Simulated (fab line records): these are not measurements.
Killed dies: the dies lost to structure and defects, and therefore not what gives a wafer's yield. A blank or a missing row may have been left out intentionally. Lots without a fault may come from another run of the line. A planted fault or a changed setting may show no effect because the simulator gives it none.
Comparing a struck lot with a sound one / flow sky130 / 16 out of 708 route steps
Sound: wafers L124.2, L124.3, L124.6. Wafers L134.1, L134.2, L134.5 were the ones struck. The cause is named last.
Each step with rows lists, per side, the tool, then ch with its chambers, then its first start. Under that, the readings that differ: sound wafers / struck wafers / difference of the means / sigmas: that difference in standard deviations of wafers without a fault.
alike: a reading whose means differ by less than 2 such deviations, as well as words and numbers matching on both sides. not compared: withheld readings; readings where some wafer has no value; bounds like >300 that might hide an equal value; numbers whose values overlap and for which the record gives no deviation.
Wherever a step has rows on one side only, a row that says differs or no value, or a row with sigmas, the two part there. Numbers that have no deviation but don't overlap get no sigmas and don't part them. A reading that every wafer of one side lacks parts them only if that side has two wafers or more.

first, 8 steps without rows for these wafers: SKY_CONTACT_DEHYDRATE_06 (time 60 s); SKY_CONTACT_HMDS_07 (prime time 60 s); SKY_CONTACT_COAT_08 (resist thk 60 nm); SKY_CONTACT_COAT_09 (resist thk 450 nm); SKY_CONTACT_SOFTBAKE_10 (time 90 s); SKY_CONTACT_EXPOSE_11 (exposes mask CTM1, target cd 170 nm); SKY_CONTACT_PEB_12; SKY_CONTACT_DEVELOP_13 (develop time 60 s).
SKY_CONTACT_CD_MEAS_14 targets a cd of 170 nm.
  sound on cdSem-02, day 34 22:43; struck on cdSem-01, day 37 19:32
  alike: cdNm
SKY_CONTACT_OVL_MEAS_15:
  sound on overlay-02, day 34 22:49; struck on overlay-02, day 37 19:40
  alike: CONTACT_OVL
SKY_CONTACT_ETCH_16: etches BARC in N2/H2, stops on SiO2, time 45.9 s, target depth 60 nm.
  sound on rieDiel-02 ch 0,2, day 34 22:51; struck on rieDiel-02 ch 2,3, day 37 19:42
  alike: biasW, drypumpMotorCurrentA, oesProductAu, throttleValvePct
  not compared: rfHoursCounterH
SKY_CONTACT_ETCH_17: etches SiO2 in C4F8/O2/Ar, stops on Si3N4, target depth 340 nm.
  sound on rieDiel-02 ch 0,2, day 34 22:53; struck on rieDiel-02 ch 2,3, day 37 19:44
  alike: biasW, oesProductAu
SKY_CONTACT_ETCH_18: etches Si3N4 in CHF3/O2, stops on TiN, time 39 s, target depth 75 nm.
  sound on rieDiel-02 ch 0,2, day 34 22:00; struck on rieDiel-02 ch 2,3, day 37 19:00
reading=biasW (W); sound=200.2 200.5 200.5; struck=365.2 363.8 364.3; difference=+164.0; sigmas=+99 or more
reading=model.KrF-thick_of_CONTACT_COAT_09.thkNm (nm); sound=242.3 245.6 242.8; struck=225.4 227.2 227.7; difference=-16.8; sigmas=
  alike: drypumpMotorCurrentA, oesProductAu, throttleValvePct
  not compared: rfHoursCounterH, model.TiN_of_LOCAL_INTERCONNECT_SPUTTER_00.thkNm
SKY_CONTACT_STRIP_19: strips in O2/N2.
  sound on plasmaAsher-03 ch 0,1, day 34 22:59; struck on plasmaAsher-02 ch 0,1, day 37 19:50
reading=stripTimeToEndpointS (s); sound=3.61 3.66 3.61; struck=3.42 3.47 3.45; difference=-0.18; sigmas=-4
  alike: drypumpMotorCurrentA, oesProductAu
  not compared: rfHoursCounterH
then, 1 step without rows for these wafers: SKY_CONTACT_STRIP_20 (strips in post etch residue remover, time 1200 s).
-- the record jumps here: 12 days lie between the struck wafers' starts before and after (it left off in module CONTACT and takes up again in module PAD_OPEN, whose first step shown is number 708 of the route) --
SKY_PAD_OPEN_PROBE_99:
  sound on prober-01, day 48 07:52; struck on prober-01, day 50 06:48
  alike: killed_at_M0_to_M3, killed_at_M4_up, killedAtContacts, killedAtFrontEnd, killedAtOther, killedDies, killedOnRim, killedOpen, killedShort

WHERE THEY PART
First at SKY_CONTACT_ETCH_18; last, within this record, at SKY_CONTACT_STRIP_19. Later steps at which nothing parts them and some readings are alike: SKY_PAD_OPEN_PROBE_99.

WHY: the cause the simulator had injected
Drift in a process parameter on rieDiel-02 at SKY_CONTACT_ETCH_18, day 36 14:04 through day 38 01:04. A move of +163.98 in setting biasW, from 200. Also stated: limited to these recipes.
